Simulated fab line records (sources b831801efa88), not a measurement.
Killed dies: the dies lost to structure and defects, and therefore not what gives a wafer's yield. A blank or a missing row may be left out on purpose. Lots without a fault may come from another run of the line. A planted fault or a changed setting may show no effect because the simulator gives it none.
Which tool did it? || flow gf180mcu || 33 wafers from 11 lots sampled at 7 of the route's 602 steps

WHAT EACH GAUGE READ, for each wafer
GF_NSD_OVL_MEAS_08.
{"lot": "L901", "measured": "day 14 15:46", "on": "overlay-02", "NSD_OVL (nm)": "-0.9 -1.4 0.1"}
{"lot": "L903", "measured": "day 15 07:44", "on": "overlay-01", "NSD_OVL (nm)": "-2.5 -3.2 -1.2"}
{"lot": "L906", "measured": "day 16 08:52", "on": "overlay-01", "NSD_OVL (nm)": "-0.8 -0.6 -1.7"}
{"lot": "L907", "measured": "day 16 14:04", "on": "overlay-02", "NSD_OVL (nm)": "-1.4 -1.3 -3.7"}
{"lot": "L908", "measured": "day 17 00:19", "on": "overlay-01", "NSD_OVL (nm)": "-1.4 -1.9 -2.2"}
{"lot": "L913", "measured": "day 18 19:49", "on": "overlay-01", "NSD_OVL (nm)": "-1.3 -2.7 -1.3"}
{"lot": "L914", "measured": "day 19 04:13", "on": "overlay-01", "NSD_OVL (nm)": "-1.5 1.0 -0.9"}
{"lot": "L916", "measured": "day 19 20:25", "on": "overlay-02", "NSD_OVL (nm)": "-1.6 -1.0 -1.6"}
{"lot": "L917", "measured": "day 20 10:28", "on": "overlay-01", "NSD_OVL (nm)": "-0.5 0.4 -1.1"}
{"lot": "L919", "measured": "day 20 19:52", "on": "overlay-01", "NSD_OVL (nm)": "-3.4 -2.3 -1.9"}
{"lot": "L920", "measured": "day 21 03:59", "on": "overlay-01", "NSD_OVL (nm)": "-2.5 -2.5 -0.8"}

GF_PSD_TW_MEAS_11.
{"lot": "L901", "measured": "day 15 13:55", "on": "filmMetro-02", "PSD_TW": "3202 3196 3204"}
{"lot": "L903", "measured": "day 16 06:14", "on": "filmMetro-02", "PSD_TW": "3335 3330 3349"}
{"lot": "L906", "measured": "day 17 08:25", "on": "filmMetro-02", "PSD_TW": "3323 3315 3335"}
{"lot": "L907", "measured": "day 17 13:40", "on": "filmMetro-02", "PSD_TW": "3331 3304 3309"}
{"lot": "L908", "measured": "day 18 00:04", "on": "filmMetro-02", "PSD_TW": "3194 3208 3202"}
{"lot": "L913", "measured": "day 19 20:46", "on": "filmMetro-03", "PSD_TW": "3178 3174 3167"}
{"lot": "L914", "measured": "day 20 04:57", "on": "filmMetro-01", "PSD_TW": "3166 3184 3153"}
{"lot": "L916", "measured": "day 20 20:46", "on": "filmMetro-03", "PSD_TW": "3168 3189 3179"}
{"lot": "L917", "measured": "day 21 10:22", "on": "filmMetro-01", "PSD_TW": "3172 3165 3167"}
{"lot": "L919", "measured": "day 21 19:52", "on": "filmMetro-01", "PSD_TW": "3177 3181 3176"}
{"lot": "L920", "measured": "day 22 04:08", "on": "filmMetro-02", "PSD_TW": "3198 3216 3189"}

GF_PSD_RS_MEAS_15: uses a four-point probe to measure.
{"lot": "L901", "measured": "day 15 14:16", "on": "filmMetro-03", "PSD_RS (ohm/sq)": "108.3 108.7 108.6"}
{"lot": "L903", "measured": "day 16 06:35", "on": "filmMetro-03", "PSD_RS (ohm/sq)": "105.3 105.5 105.0"}
{"lot": "L906", "measured": "day 17 08:43", "on": "filmMetro-03", "PSD_RS (ohm/sq)": "105.1 104.9 104.5"}
{"lot": "L907", "measured": "day 17 13:58", "on": "filmMetro-01", "PSD_RS (ohm/sq)": "105.1 105.1 104.9"}
{"lot": "L908", "measured": "day 18 00:23", "on": "filmMetro-01", "PSD_RS (ohm/sq)": "107.8 108.1 108.3"}
{"lot": "L913", "measured": "day 19 21:05", "on": "filmMetro-01", "PSD_RS (ohm/sq)": "108.2 108.1 108.1"}
{"lot": "L914", "measured": "day 20 05:16", "on": "filmMetro-02", "PSD_RS (ohm/sq)": "108.9 108.3 108.8"}
{"lot": "L916", "measured": "day 20 21:05", "on": "filmMetro-02", "PSD_RS (ohm/sq)": "108.8 108.7 108.8"}
{"lot": "L917", "measured": "day 21 10:41", "on": "filmMetro-01", "PSD_RS (ohm/sq)": "108.6 108.4 108.7"}
{"lot": "L919", "measured": "day 21 20:10", "on": "filmMetro-01", "PSD_RS (ohm/sq)": "107.7 108.0 108.1"}
{"lot": "L920", "measured": "day 22 04:29", "on": "filmMetro-01", "PSD_RS (ohm/sq)": "108.6 108.5 108.7"}

GF_SAB_CD_MEAS_09 targets a cd of 420 nm.
{"lot": "L901", "measured": "day 16 11:09", "on": "cdSem-02", "cdNm (nm)": "424.4 420.1 421.0"}
{"lot": "L903", "measured": "day 17 04:59", "on": "cdSem-02", "cdNm (nm)": "418.7 418.2 417.1"}
{"lot": "L906", "measured": "day 18 07:45", "on": "cdSem-02", "cdNm (nm)": "417.7 418.2 420.0"}
{"lot": "L907", "measured": "day 18 13:18", "on": "cdSem-02", "cdNm (nm)": "417.9 418.3 418.9"}
{"lot": "L908", "measured": "day 18 23:22", "on": "cdSem-01", "cdNm (nm)": "421.3 420.9 423.9"}
{"lot": "L913", "measured": "day 20 21:37", "on": "cdSem-02", "cdNm (nm)": "423.4 420.3 422.0"}
{"lot": "L914", "measured": "day 21 04:36", "on": "cdSem-01", "cdNm (nm)": "423.7 423.4 423.4"}
{"lot": "L916", "measured": "day 21 21:04", "on": "cdSem-02", "cdNm (nm)": "422.5 422.9 424.4"}
{"lot": "L917", "measured": "day 22 10:22", "on": "cdSem-02", "cdNm (nm)": "420.2 420.8 421.2"}
{"lot": "L919", "measured": "day 22 19:36", "on": "cdSem-01", "cdNm (nm)": "418.2 417.6 418.5"}
{"lot": "L920", "measured": "day 23 02:34", "on": "cdSem-01", "cdNm (nm)": "418.1 414.6 417.5"}

WHAT TOOL EACH LOT RAN ON (gives the tool, then ch and the chambers of the sampled wafers, and finally the start)
{"lot": "L901", "GF_POLY_GATE_ETCH_13": "rieSi-02 ch 0,2, day 10 08:25", "GF_PSD_IMPLANT_09": "implanter-04 ch 0, day 15 13:40", "GF_PSD_STRIP_10": "plasmaAsher-04 ch 0, day 15 13:49"}
{"lot": "L903", "GF_POLY_GATE_ETCH_13": "rieSi-01 ch 0,1,2, day 10 21:55", "GF_PSD_IMPLANT_09": "implanter-04 ch 0, day 16 06:02", "GF_PSD_STRIP_10": "plasmaAsher-04 ch 0,1, day 16 06:08"}
{"lot": "L906", "GF_POLY_GATE_ETCH_13": "rieSi-02 ch 0,3, day 11 19:22", "GF_PSD_IMPLANT_09": "implanter-04 ch 0, day 17 08:10", "GF_PSD_STRIP_10": "plasmaAsher-03 ch 0,1, day 17 08:19"}
{"lot": "L907", "GF_POLY_GATE_ETCH_13": "rieSi-02 ch 0,1,3, day 12 00:16", "GF_PSD_IMPLANT_09": "implanter-04 ch 0, day 17 13:25", "GF_PSD_STRIP_10": "plasmaAsher-01 ch 0,1, day 17 13:34"}
{"lot": "L908", "GF_POLY_GATE_ETCH_13": "rieSi-01 ch 0,1,2, day 12 10:34", "GF_PSD_IMPLANT_09": "implanter-03 ch 0, day 17 23:50", "GF_PSD_STRIP_10": "plasmaAsher-03 ch 0,1, day 17 23:58"}
{"lot": "L913", "GF_POLY_GATE_ETCH_13": "rieSi-02 ch 0,2,3, day 13 20:43", "GF_PSD_IMPLANT_09": "implanter-04 ch 0, day 19 20:32", "GF_PSD_STRIP_10": "plasmaAsher-03 ch 1, day 19 20:40"}
{"lot": "L914", "GF_POLY_GATE_ETCH_13": "rieSi-01 ch 0,1,3, day 14 05:22", "GF_PSD_IMPLANT_09": "implanter-04 ch 0, day 20 04:42", "GF_PSD_STRIP_10": "plasmaAsher-03 ch 0,1, day 20 04:51"}
{"lot": "L916", "GF_POLY_GATE_ETCH_13": "rieSi-02 ch 1,3, day 14 21:01", "GF_PSD_IMPLANT_09": "implanter-01 ch 0, day 20 20:32", "GF_PSD_STRIP_10": "plasmaAsher-01 ch 0,1, day 20 20:39"}
{"lot": "L917", "GF_POLY_GATE_ETCH_13": "rieSi-01 ch 0,1,3, day 15 07:58", "GF_PSD_IMPLANT_09": "implanter-01 ch 0, day 21 10:08", "GF_PSD_STRIP_10": "plasmaAsher-03 ch 0,1, day 21 10:16"}
{"lot": "L919", "GF_POLY_GATE_ETCH_13": "rieSi-01 ch 1,2,3, day 15 18:10", "GF_PSD_IMPLANT_09": "implanter-01 ch 0, day 21 19:37", "GF_PSD_STRIP_10": "plasmaAsher-03 ch 0,1, day 21 19:46"}
{"lot": "L920", "GF_POLY_GATE_ETCH_13": "rieSi-02 ch 0,1,2, day 16 01:26", "GF_PSD_IMPLANT_09": "implanter-04 ch 0, day 22 03:56", "GF_PSD_STRIP_10": "plasmaAsher-03 ch 0,1, day 22 04:02"}
- GF_POLY_GATE_ETCH_13: etches poly-Si in HBr/Cl2, stops on SiO2, target depth 198.5 nm, time 69.6 s.
- GF_PSD_IMPLANT_09
- GF_PSD_STRIP_10: strips in O2/N2.

WHAT THE TOOLS THEMSELVES READ (means of the sampled wafers that have a number; where no wafer has one, the mark that the record gives instead)
GF_POLY_GATE_ETCH_13.
{"lot": "L901", "tool": "rieSi-02", "drypumpMotorCurrentA (A)": 5.93, "mfcCl2Sccm (sccm)": 49.99, "oesProductAu (a.u.)": 0.987, "throttleValvePct (%)": 33.688}
{"lot": "L903", "tool": "rieSi-01", "drypumpMotorCurrentA (A)": 5.60, "mfcCl2Sccm (sccm)": 50.07, "oesProductAu (a.u.)": 0.989, "throttleValvePct (%)": 33.684}
{"lot": "L906", "tool": "rieSi-02", "drypumpMotorCurrentA (A)": 5.90, "mfcCl2Sccm (sccm)": 49.85, "oesProductAu (a.u.)": 1.000, "throttleValvePct (%)": 33.684}
{"lot": "L907", "tool": "rieSi-02", "drypumpMotorCurrentA (A)": 5.93, "mfcCl2Sccm (sccm)": 50.05, "oesProductAu (a.u.)": 0.991, "throttleValvePct (%)": 33.689}
{"lot": "L908", "tool": "rieSi-01", "drypumpMotorCurrentA (A)": 5.60, "mfcCl2Sccm (sccm)": 50.16, "oesProductAu (a.u.)": 0.982, "throttleValvePct (%)": 33.678}
{"lot": "L913", "tool": "rieSi-02", "drypumpMotorCurrentA (A)": 5.86, "mfcCl2Sccm (sccm)": 49.85, "oesProductAu (a.u.)": 0.995, "throttleValvePct (%)": 33.680}
{"lot": "L914", "tool": "rieSi-01", "drypumpMotorCurrentA (A)": 5.57, "mfcCl2Sccm (sccm)": 49.93, "oesProductAu (a.u.)": 0.995, "throttleValvePct (%)": 33.687}
{"lot": "L916", "tool": "rieSi-02", "drypumpMotorCurrentA (A)": 5.94, "mfcCl2Sccm (sccm)": 50.09, "oesProductAu (a.u.)": 0.988, "throttleValvePct (%)": 33.680}
{"lot": "L917", "tool": "rieSi-01", "drypumpMotorCurrentA (A)": 5.57, "mfcCl2Sccm (sccm)": 49.99, "oesProductAu (a.u.)": 0.989, "throttleValvePct (%)": 33.682}
{"lot": "L919", "tool": "rieSi-01", "drypumpMotorCurrentA (A)": 5.52, "mfcCl2Sccm (sccm)": 49.97, "oesProductAu (a.u.)": 0.991, "throttleValvePct (%)": 33.682}
{"lot": "L920", "tool": "rieSi-02", "drypumpMotorCurrentA (A)": 5.95, "mfcCl2Sccm (sccm)": 49.98, "oesProductAu (a.u.)": 0.986, "throttleValvePct (%)": 33.680}

GF_PSD_IMPLANT_09.
{"lot": "L901", "tool": "implanter-04", "doseIonsCm2": 1.5e+15, "endStationPressureTorr (Torr)": 1.20e-05, "faradayCurrentUA": 8257}
{"lot": "L903", "tool": "implanter-04", "doseIonsCm2": 1.8e+15, "endStationPressureTorr (Torr)": 1.30e-05, "faradayCurrentUA": 9889}
{"lot": "L906", "tool": "implanter-04", "doseIonsCm2": 1.8e+15, "endStationPressureTorr (Torr)": 1.38e-05, "faradayCurrentUA": 10200}
{"lot": "L907", "tool": "implanter-04", "doseIonsCm2": 1.8e+15, "endStationPressureTorr (Torr)": 1.32e-05, "faradayCurrentUA": 9923}
{"lot": "L908", "tool": "implanter-03", "doseIonsCm2": 1.5e+15, "endStationPressureTorr (Torr)": 1.15e-05, "faradayCurrentUA": 8330}
{"lot": "L913", "tool": "implanter-04", "doseIonsCm2": 1.5e+15, "endStationPressureTorr (Torr)": 1.14e-05, "faradayCurrentUA": 8196}
{"lot": "L914", "tool": "implanter-04", "doseIonsCm2": 1.5e+15, "endStationPressureTorr (Torr)": 1.18e-05, "faradayCurrentUA": 8188}
{"lot": "L916", "tool": "implanter-01", "doseIonsCm2": 1.5e+15, "endStationPressureTorr (Torr)": 1.18e-05, "faradayCurrentUA": 8163}
{"lot": "L917", "tool": "implanter-01", "doseIonsCm2": 1.5e+15, "endStationPressureTorr (Torr)": 1.22e-05, "faradayCurrentUA": 8030}
{"lot": "L919", "tool": "implanter-01", "doseIonsCm2": 1.5e+15, "endStationPressureTorr (Torr)": 1.22e-05, "faradayCurrentUA": 8254}
{"lot": "L920", "tool": "implanter-04", "doseIonsCm2": 1.5e+15, "endStationPressureTorr (Torr)": 1.13e-05, "faradayCurrentUA": 8169}

GF_PSD_STRIP_10.
{"lot": "L901", "tool": "plasmaAsher-04", "drypumpMotorCurrentA (A)": 5.6, "heaterPowerW (W)": 365, "oesProductAu (a.u.)": 0.593, "stripTimeToEndpointS (s)": 16.54}
{"lot": "L903", "tool": "plasmaAsher-04", "drypumpMotorCurrentA (A)": 5.5, "heaterPowerW (W)": 310, "oesProductAu (a.u.)": 0.579, "stripTimeToEndpointS (s)": 17.11}
{"lot": "L906", "tool": "plasmaAsher-03", "drypumpMotorCurrentA (A)": 6.3, "heaterPowerW (W)": 320, "oesProductAu (a.u.)": 0.579, "stripTimeToEndpointS (s)": 17.13}
{"lot": "L907", "tool": "plasmaAsher-01", "drypumpMotorCurrentA (A)": 5.8, "heaterPowerW (W)": 331, "oesProductAu (a.u.)": 0.576, "stripTimeToEndpointS (s)": 17.15}
{"lot": "L908", "tool": "plasmaAsher-03", "drypumpMotorCurrentA (A)": 6.1, "heaterPowerW (W)": 330, "oesProductAu (a.u.)": 0.592, "stripTimeToEndpointS (s)": 16.51}
{"lot": "L913", "tool": "plasmaAsher-03", "drypumpMotorCurrentA (A)": 5.9, "heaterPowerW (W)": 343, "oesProductAu (a.u.)": 0.593, "stripTimeToEndpointS (s)": 16.59}
{"lot": "L914", "tool": "plasmaAsher-03", "drypumpMotorCurrentA (A)": 6.1, "heaterPowerW (W)": 334, "oesProductAu (a.u.)": 0.590, "stripTimeToEndpointS (s)": 16.56}
{"lot": "L916", "tool": "plasmaAsher-01", "drypumpMotorCurrentA (A)": 5.8, "heaterPowerW (W)": 336, "oesProductAu (a.u.)": 0.596, "stripTimeToEndpointS (s)": 16.56}
{"lot": "L917", "tool": "plasmaAsher-03", "drypumpMotorCurrentA (A)": 6.3, "heaterPowerW (W)": 326, "oesProductAu (a.u.)": 0.591, "stripTimeToEndpointS (s)": 16.56}
{"lot": "L919", "tool": "plasmaAsher-03", "drypumpMotorCurrentA (A)": 6.3, "heaterPowerW (W)": 325, "oesProductAu (a.u.)": 0.590, "stripTimeToEndpointS (s)": 16.55}
{"lot": "L920", "tool": "plasmaAsher-03", "drypumpMotorCurrentA (A)": 6.3, "heaterPowerW (W)": 321, "oesProductAu (a.u.)": 0.596, "stripTimeToEndpointS (s)": 16.55}

THE ANSWER, worked out from the rows above alone
Rule: what is usual is taken from the lots themselves. The widest of any qualifying gaps counts: lots, ordered by their means at a reading, are off when they make up no more than a third of the lots, leave a main group of 4 or more, and stand apart from it by 3 or more times the standard deviation of that group's means. A main group is skipped when, at the precision printed for the reading in the tables above, its means are all equal. Also off: a lot with no number at a reading for which 4 or more lots have one. The other lots that the step has rows for count as sound. The gauges are gone through in route order, then the tools' own readings, and for those a lot's mean is taken as printed above. The first step at which some lot is off is used, and at that step the reading that is off furthest; a lot without a number counts as furthest.
Off: L903, L906, L907, seen at GF_PSD_TW_MEAS_11 (PSD_TW). The main group: mean 3184, standard deviation 14.
If a tool, at a process step before that reading, ran all the lots that are off and no sound lot after the first of them, it fits. The gauges at GF_PSD_TW_MEAS_11 aren't tried: what is off there is off at GF_PSD_RS_MEAS_15 too, on other tools, and a gauge's error can't cause that. Of those tried, none fits.

WHAT THE SIMULATOR HAD INSERTED
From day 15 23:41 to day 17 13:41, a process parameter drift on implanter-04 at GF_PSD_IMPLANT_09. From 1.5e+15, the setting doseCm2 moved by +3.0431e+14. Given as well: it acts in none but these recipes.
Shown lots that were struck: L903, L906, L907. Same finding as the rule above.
